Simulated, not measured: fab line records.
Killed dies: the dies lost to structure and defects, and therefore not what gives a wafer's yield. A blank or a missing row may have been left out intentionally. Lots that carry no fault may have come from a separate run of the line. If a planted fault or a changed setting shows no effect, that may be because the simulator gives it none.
A sampling plan put to the test -- flow gf180mcu -- one fab line, 54 faults that these records tell of, each judged on the records of the lots that it struck; 1 more is left out, because the records don't allow judging it
The plan consists of the line's own looks: route steps at which the wafer is read by a gauge or an inspection but not changed. Where struck wafers have a number at a look and the file lists that look's usual mean and standard deviation on fault-free wafers, the look can be judged. Caught: at a look after the fault's first step, the mean of the struck wafers lies 4 or more of those standard deviations (sigma) from the usual mean. On the tool: here the same test is run on the tool's own readings at the fault's steps. A different recipe on the struck wafers counts as caught too, as does a record blank only for those wafers.

== THE FAULTS, as the simulator had put them in ==
1. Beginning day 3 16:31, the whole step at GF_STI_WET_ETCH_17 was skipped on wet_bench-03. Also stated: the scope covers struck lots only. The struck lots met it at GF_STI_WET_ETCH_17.
2. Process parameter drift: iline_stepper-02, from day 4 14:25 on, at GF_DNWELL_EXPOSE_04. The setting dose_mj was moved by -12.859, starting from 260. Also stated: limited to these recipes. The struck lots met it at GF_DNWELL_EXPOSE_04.
3. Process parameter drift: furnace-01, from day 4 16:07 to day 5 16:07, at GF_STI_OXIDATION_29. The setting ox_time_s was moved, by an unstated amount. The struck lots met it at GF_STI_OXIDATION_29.
4. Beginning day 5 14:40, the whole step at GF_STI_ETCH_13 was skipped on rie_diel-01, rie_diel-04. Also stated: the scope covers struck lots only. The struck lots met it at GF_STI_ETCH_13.
5. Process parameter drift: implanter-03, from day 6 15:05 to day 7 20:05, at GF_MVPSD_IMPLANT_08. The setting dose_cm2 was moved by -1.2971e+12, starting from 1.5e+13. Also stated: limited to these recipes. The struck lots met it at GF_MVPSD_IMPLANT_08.
6. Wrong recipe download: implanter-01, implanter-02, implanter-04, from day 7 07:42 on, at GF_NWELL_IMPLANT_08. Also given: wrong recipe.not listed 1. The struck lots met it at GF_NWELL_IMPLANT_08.
7. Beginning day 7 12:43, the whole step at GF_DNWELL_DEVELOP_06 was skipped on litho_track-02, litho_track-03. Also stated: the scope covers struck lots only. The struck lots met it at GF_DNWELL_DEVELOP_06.
8. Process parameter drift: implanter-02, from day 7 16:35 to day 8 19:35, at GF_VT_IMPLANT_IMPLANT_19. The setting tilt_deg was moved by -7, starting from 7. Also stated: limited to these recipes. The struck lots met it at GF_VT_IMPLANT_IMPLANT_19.
9. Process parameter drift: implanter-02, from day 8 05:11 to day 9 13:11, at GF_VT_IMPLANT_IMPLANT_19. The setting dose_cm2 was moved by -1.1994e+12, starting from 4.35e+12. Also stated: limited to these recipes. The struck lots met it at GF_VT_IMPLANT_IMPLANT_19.
10. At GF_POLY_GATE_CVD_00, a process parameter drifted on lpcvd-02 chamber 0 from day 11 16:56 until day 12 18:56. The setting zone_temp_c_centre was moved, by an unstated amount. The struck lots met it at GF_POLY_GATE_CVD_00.
11. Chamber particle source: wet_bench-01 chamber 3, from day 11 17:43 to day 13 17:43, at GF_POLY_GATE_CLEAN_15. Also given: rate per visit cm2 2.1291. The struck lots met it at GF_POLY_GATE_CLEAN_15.
12. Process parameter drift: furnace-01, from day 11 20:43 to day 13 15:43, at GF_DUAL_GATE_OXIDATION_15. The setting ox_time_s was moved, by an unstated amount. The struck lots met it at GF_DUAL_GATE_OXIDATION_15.
13. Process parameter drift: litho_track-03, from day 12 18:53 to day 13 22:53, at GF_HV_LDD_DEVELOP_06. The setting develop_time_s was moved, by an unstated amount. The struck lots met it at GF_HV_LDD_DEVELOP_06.
14. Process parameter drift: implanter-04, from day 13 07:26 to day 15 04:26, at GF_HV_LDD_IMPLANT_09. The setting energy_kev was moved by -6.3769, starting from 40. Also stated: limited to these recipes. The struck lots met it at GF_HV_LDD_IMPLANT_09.
15. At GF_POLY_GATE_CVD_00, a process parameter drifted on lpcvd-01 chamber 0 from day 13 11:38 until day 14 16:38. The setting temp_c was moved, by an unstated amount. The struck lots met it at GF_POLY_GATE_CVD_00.
16. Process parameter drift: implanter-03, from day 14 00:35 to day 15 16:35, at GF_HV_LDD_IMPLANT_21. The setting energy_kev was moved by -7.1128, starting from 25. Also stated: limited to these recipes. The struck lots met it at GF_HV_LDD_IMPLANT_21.
17. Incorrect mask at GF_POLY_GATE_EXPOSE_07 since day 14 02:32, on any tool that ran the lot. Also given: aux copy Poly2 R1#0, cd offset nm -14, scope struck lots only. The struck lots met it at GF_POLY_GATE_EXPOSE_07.
18. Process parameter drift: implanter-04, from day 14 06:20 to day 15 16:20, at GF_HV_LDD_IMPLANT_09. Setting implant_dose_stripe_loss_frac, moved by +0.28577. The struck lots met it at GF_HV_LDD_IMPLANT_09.
19. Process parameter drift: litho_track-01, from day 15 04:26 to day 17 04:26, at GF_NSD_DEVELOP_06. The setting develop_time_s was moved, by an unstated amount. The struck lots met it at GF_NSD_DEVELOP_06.
20. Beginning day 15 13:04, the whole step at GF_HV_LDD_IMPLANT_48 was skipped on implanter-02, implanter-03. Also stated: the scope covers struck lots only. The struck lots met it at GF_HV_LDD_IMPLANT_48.
21. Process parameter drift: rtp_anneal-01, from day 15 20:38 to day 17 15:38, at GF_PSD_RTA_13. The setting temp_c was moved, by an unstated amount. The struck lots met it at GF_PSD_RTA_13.
22. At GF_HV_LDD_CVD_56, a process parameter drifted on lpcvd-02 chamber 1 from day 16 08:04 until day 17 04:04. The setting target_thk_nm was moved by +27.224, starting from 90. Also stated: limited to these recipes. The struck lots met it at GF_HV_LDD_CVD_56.
23. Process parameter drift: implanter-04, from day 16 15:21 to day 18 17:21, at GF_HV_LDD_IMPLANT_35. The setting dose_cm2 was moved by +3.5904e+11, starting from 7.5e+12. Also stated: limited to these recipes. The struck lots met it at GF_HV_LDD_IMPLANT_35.
24. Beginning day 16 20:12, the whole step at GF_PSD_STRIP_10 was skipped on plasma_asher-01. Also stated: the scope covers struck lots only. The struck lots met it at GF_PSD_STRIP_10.
25. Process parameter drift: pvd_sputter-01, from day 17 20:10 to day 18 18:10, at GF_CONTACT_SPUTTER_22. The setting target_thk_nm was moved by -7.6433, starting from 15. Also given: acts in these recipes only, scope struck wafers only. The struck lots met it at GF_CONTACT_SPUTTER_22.
26. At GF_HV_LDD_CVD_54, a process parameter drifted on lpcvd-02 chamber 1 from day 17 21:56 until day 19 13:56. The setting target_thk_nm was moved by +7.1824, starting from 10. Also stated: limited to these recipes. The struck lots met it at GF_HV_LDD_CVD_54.
27. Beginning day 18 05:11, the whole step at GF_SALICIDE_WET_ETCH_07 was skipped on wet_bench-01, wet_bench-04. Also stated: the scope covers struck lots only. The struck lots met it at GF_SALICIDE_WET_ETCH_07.
28. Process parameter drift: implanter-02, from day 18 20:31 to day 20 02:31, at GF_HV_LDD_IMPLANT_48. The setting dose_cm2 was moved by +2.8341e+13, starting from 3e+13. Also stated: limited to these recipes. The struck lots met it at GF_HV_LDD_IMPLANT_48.
29. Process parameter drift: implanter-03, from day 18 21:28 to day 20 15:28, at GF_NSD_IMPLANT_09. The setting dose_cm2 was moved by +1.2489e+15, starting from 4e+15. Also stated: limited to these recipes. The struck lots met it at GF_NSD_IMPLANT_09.
30. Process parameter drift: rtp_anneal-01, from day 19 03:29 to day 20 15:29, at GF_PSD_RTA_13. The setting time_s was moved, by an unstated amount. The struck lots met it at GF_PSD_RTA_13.
31. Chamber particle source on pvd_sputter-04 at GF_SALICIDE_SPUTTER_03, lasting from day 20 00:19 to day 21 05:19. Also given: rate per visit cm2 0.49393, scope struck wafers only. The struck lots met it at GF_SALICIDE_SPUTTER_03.
32. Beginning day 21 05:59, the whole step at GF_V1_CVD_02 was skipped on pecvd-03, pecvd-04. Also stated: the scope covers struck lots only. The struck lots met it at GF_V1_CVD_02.
33. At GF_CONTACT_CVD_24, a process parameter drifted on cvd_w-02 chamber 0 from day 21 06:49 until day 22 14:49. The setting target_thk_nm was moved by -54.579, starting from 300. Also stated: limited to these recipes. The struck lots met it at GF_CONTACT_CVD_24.
34. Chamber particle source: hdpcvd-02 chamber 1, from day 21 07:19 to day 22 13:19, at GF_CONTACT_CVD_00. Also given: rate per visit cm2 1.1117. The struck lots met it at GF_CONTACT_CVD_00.
35. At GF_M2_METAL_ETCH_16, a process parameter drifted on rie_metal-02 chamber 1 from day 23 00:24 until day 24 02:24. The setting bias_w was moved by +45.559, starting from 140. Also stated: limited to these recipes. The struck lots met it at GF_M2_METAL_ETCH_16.
36. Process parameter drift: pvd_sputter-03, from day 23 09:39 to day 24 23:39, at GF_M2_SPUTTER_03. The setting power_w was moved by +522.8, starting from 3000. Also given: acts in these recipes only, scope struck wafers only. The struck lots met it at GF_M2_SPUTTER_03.
37. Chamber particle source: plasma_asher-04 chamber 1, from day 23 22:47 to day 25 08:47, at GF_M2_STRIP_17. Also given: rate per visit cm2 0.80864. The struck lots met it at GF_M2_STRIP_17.
38. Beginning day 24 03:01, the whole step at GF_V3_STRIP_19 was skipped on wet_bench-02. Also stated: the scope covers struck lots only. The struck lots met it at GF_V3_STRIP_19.
39. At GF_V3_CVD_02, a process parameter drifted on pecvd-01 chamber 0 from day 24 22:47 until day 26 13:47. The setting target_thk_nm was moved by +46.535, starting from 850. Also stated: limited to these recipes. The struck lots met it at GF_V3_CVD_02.
40. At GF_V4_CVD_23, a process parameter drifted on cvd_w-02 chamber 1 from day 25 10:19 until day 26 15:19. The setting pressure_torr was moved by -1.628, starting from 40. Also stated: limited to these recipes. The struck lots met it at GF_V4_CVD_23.
41. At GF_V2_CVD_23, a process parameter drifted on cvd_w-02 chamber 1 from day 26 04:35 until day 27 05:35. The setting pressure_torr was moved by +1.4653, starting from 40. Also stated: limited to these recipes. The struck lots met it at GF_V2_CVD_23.
42. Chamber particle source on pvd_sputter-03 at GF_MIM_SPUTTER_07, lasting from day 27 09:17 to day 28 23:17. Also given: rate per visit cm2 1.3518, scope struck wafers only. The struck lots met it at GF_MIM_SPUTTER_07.
43. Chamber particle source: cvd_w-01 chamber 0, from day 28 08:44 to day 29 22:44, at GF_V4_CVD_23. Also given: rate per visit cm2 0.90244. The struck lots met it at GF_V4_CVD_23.
44. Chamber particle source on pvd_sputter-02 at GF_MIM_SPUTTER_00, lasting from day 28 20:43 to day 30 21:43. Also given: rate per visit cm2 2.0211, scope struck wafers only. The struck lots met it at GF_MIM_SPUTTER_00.
45. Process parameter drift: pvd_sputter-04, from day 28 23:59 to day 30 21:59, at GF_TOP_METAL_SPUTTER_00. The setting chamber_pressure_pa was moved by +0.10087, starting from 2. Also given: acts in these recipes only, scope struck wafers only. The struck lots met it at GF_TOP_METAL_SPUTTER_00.
46. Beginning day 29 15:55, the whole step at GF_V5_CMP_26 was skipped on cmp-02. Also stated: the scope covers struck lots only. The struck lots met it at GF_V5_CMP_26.
47. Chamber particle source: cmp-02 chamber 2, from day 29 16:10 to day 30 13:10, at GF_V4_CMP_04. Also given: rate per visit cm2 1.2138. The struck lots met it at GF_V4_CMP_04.
48. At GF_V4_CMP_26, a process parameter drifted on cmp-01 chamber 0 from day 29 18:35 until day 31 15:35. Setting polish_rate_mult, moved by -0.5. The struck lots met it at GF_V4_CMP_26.
49. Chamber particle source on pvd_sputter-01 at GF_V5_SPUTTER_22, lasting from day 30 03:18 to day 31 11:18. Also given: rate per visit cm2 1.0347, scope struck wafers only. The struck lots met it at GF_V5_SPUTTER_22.
50. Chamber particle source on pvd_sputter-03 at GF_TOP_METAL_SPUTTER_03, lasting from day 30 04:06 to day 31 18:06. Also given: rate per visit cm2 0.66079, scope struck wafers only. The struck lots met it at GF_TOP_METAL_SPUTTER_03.
51. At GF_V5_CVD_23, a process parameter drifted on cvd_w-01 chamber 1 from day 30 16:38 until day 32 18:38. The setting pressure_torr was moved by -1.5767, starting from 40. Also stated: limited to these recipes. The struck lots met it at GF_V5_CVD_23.
52. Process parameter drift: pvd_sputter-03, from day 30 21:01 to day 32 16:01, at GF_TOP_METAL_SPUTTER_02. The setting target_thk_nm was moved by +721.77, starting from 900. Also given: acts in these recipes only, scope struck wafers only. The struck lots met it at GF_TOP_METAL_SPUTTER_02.
53. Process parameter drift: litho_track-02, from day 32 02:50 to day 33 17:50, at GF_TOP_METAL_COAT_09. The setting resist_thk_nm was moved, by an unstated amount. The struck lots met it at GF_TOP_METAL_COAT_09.
54. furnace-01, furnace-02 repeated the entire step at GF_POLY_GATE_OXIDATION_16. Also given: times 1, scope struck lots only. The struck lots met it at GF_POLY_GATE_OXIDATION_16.

== WHAT THE PLAN SAW ==
fault,on the tool itself,first look that catches it,"reading, sigma",median hours from its first step to that look,hours from the fault's start to the first struck lot there,judged looks passed uncaught
1,the tool's record is blank for the struck wafers,no look after it can be judged,-,-,-,0
2,exposure_dose_mJ_cm2 -49 sigma,no look after it can be judged,-,-,-,0
3,under 2 sigma,GF_STI_THK_MEAS_30,STI_OXIDATION_02_THK -15,1.4,3,0
4,the tool's record is blank for the struck wafers,no look after it can be judged,-,-,-,0
5,dose_ions_cm2 -80 sigma,GF_MVPSD_TW_MEAS_11,MVPSD_TW -4.3,0.4,3,0
6,under 2 sigma,GF_NWELL_TW_MEAS_11,NWELL_TW +92,0.4,4,0
7,the tool's record is blank for the struck wafers,GF_DNWELL_TW_MEAS_09,DNWELL_TW -99 or beyond,0.9,3,0
8,tilt_deg -99 or beyond sigma,GF_VT_IMPLANT_TW_MEAS_21,VT_IMPLANT_2_TW -9.4,0.2,10,0
9,dose_ions_cm2 -99 or beyond sigma,GF_VT_IMPLANT_TW_MEAS_21,VT_IMPLANT_2_TW -7.9,0.2,4,0
10,spike_tc_centre_C +11 sigma,GF_POLY_GATE_THK_MEAS_01,POLY_GATE_CVD_00_THK +9.7,1.3,3,0
11,under 2 sigma,no look after it can be judged,-,-,-,0
12,under 2 sigma,no look after it can be judged,-,-,-,0
13,under 2 sigma,GF_HV_LDD_CD_MEAS_07,cd_nm +5.2,0.1,8,0
14,beam_energy_keV -99 or beyond sigma,GF_HV_LDD_TW_MEAS_11,HV_LDD_TW -7.7,0.2,14,0
15,susceptor_temp_C -99 or beyond sigma,GF_POLY_GATE_THK_MEAS_01,POLY_GATE_CVD_00_THK -78,1.3,10,0
16,beam_energy_keV -99 or beyond sigma,GF_HV_LDD_TW_MEAS_23,HV_LDD_2_TW -10,0.2,11,0
17,under 2 sigma,GF_POLY_GATE_CD_MEAS_10,cd_nm -11,10.6,16,0
18,under 2 sigma,GF_HV_LDD_TW_MEAS_11,HV_LDD_TW -7.1,0.2,9,0
19,under 2 sigma,none of the 2 looks that can be judged after it,"strongest: cd_nm at GF_NSD_CD_MEAS_07, +3.0",-,-,2
20,the tool's record is blank for the struck wafers,GF_HV_LDD_TW_MEAS_50,HV_LDD_4_TW -99 or beyond,0.2,5,0
21,wafer_temp_C_max +48 sigma,GF_PSD_RS_MEAS_14,NSD_RS -72,0.1,3,0
22,under 2 sigma,GF_HV_LDD_THK_MEAS_57,HV_LDD_CVD_56_THK +45,1.4,10,0
23,dose_ions_cm2 +47 sigma,no look after it can be judged,-,-,-,0
24,the tool's record is blank for the struck wafers,not the one look that can be judged after it,-,-,-,1
25,under 2 sigma,no look after it can be judged,-,-,-,0
26,no reading that can be judged,GF_HV_LDD_THK_MEAS_55,HV_LDD_CVD_54_THK +73,1.0,20,0
27,no reading that can be judged,no look after it can be judged,-,-,-,0
28,dose_ions_cm2 +99 or beyond sigma,GF_HV_LDD_TW_MEAS_50,HV_LDD_4_TW +29,0.2,4,0
29,dose_ions_cm2 +99 or beyond sigma,GF_PSD_RS_MEAS_14,NSD_RS -14,25.1,34,1
30,run_length_s +35 sigma,GF_PSD_RS_MEAS_14,NSD_RS -24,0.1,10,0
31,under 2 sigma,not the one look that can be judged after it,-,-,-,1
32,the tool's record is blank for the struck wafers,not the one look that can be judged after it,"strongest: V1_BOW at GF_V1_BOW_MEAS_05, -2.6",-,-,1
33,under 2 sigma,GF_CONTACT_RS_MEAS_25,CONTACT_W_RS +25,0.1,10,0
34,no reading that can be judged,not the one look that can be judged after it,-,-,-,1
35,bias_w +99 or beyond sigma,not the one look that can be judged after it,-,-,-,1
36,cathode_dc_power_W +99 or beyond sigma,no look after it can be judged,-,-,-,0
37,under 2 sigma,none of the 3 looks that can be judged after it,-,-,-,3
38,the tool's record is blank for the struck wafers,no look after it can be judged,-,-,-,0
39,under 2 sigma,not the one look that can be judged after it,"strongest: V3_CVD_02_THK at GF_V3_THK_MEAS_03, +3.4",-,-,1
40,chamber_pressure_Torr -17 sigma,not the one look that can be judged after it,-,-,-,1
41,chamber_pressure_Torr +18 sigma,not the one look that can be judged after it,-,-,-,1
42,under 2 sigma,none of the 2 looks that can be judged after it,-,-,-,2
43,under 2 sigma,no look after it can be judged,-,-,-,0
44,under 2 sigma,not the one look that can be judged after it,-,-,-,1
45,chamber_pressure_pa +28 sigma,no look after it can be judged,-,-,-,0
46,the tool's record is blank for the struck wafers,no look after it can be judged,-,-,-,0
47,under 2 sigma,none of the 3 looks that can be judged after it,-,-,-,3
48,overpolish_run_s -99 or beyond sigma,no look after it can be judged,-,-,-,0
49,under 2 sigma,no look after it can be judged,-,-,-,0
50,under 2 sigma,no look after it can be judged,-,-,-,0
51,chamber_pressure_Torr -18 sigma,not the one look that can be judged after it,"strongest: V5_W_RS at GF_V5_RS_MEAS_24, +2.0",-,-,1
52,under 2 sigma,GF_TOP_METAL_RS_MEAS_05,TOP_METAL_ALCU_RS -43,0.1,2,0
53,no reading that can be judged,no look after it can be judged,-,-,-,0
54,under 2 sigma,GF_POLY_GATE_THK_MEAS_17,POLY_GATE_OXIDATION_THK +30,2.7,-,0
A dash: the fault is not caught, or the number is missing from these records.

Caught at a look: 23 of 54. Caught on the tool: 28 of 54. By one or the other: 38 of 54.
Faults 1, 2, 4, 23, 24, 32, 35, 36, 38, 40, 41, 45, 46, 48, 51 were caught on the tool alone.
Caught at a look alone: faults 3, 6, 13, 17, 18, 22, 26, 33, 52, 54.
Caught by neither: faults 11, 12, 19, 25, 27, 31, 34, 37, 39, 42, 43, 44, 47, 49, 50, 53.

== THINNER SAMPLING ==
Were the look that catches a fault to measure just every second or every third lot (counted by lot number), the first struck lot would, at worst, be measured this late:
fault,"struck lots at that look, in order of time",every lot,every second lot,every third lot
3,"L344, L345",3 h,8 h,may miss all 2
5,"L755, L756, L758",3 h,9 h,may miss all 3
6,"L640, L641, L642",4 h,9 h,12 h
7,"L721, L722",3 h,7 h,may miss all 2
8,"L237, L238",10 h,16 h,may miss all 2
9,"L391, L394",4 h,23 h,may miss all 2
10,L130,3 h,may miss it,may miss it
13,"L181, L184",8 h,27 h,may miss all 2
14,"L766, L768",14 h,may miss all 2,may miss all 2
15,"L595, L598",10 h,26 h,may miss all 2
16,"L515, L517",11 h,may miss all 2,may miss all 2
17,L546,16 h,may miss it,may miss it
18,"L112, L114",9 h,may miss all 2,may miss all 2
20,"L787, L788",5 h,14 h,may miss all 2
21,"L689, L690, L693",3 h,10 h,may miss all 3
22,L124,10 h,may miss it,may miss it
26,"L739, L742",20 h,39 h,may miss all 2
28,"L153, L154",4 h,15 h,may miss all 2
29,"L788, L789",34 h,48 h,may miss all 2
30,"L750, L751",10 h,20 h,may miss all 2
33,"L710, L711",10 h,19 h,may miss all 2
52,L852,2 h,may miss it,may miss it
Hours: fault start to first struck lot measured. The test against the limit of 4 sigma pooled every struck wafer, which means one lot taken alone may stay below that limit. Other struck lots may not be in these records.

== THE LONGEST TIMED WAY FROM STEP TO LOOK ==
For fault 29, GF_NSD_IMPLANT_09 and GF_PSD_RS_MEAS_14 are separated by a median of 25.1 hours. The look between them that can be judged stayed within 4 sigma: GF_PSD_CD_MEAS_07.
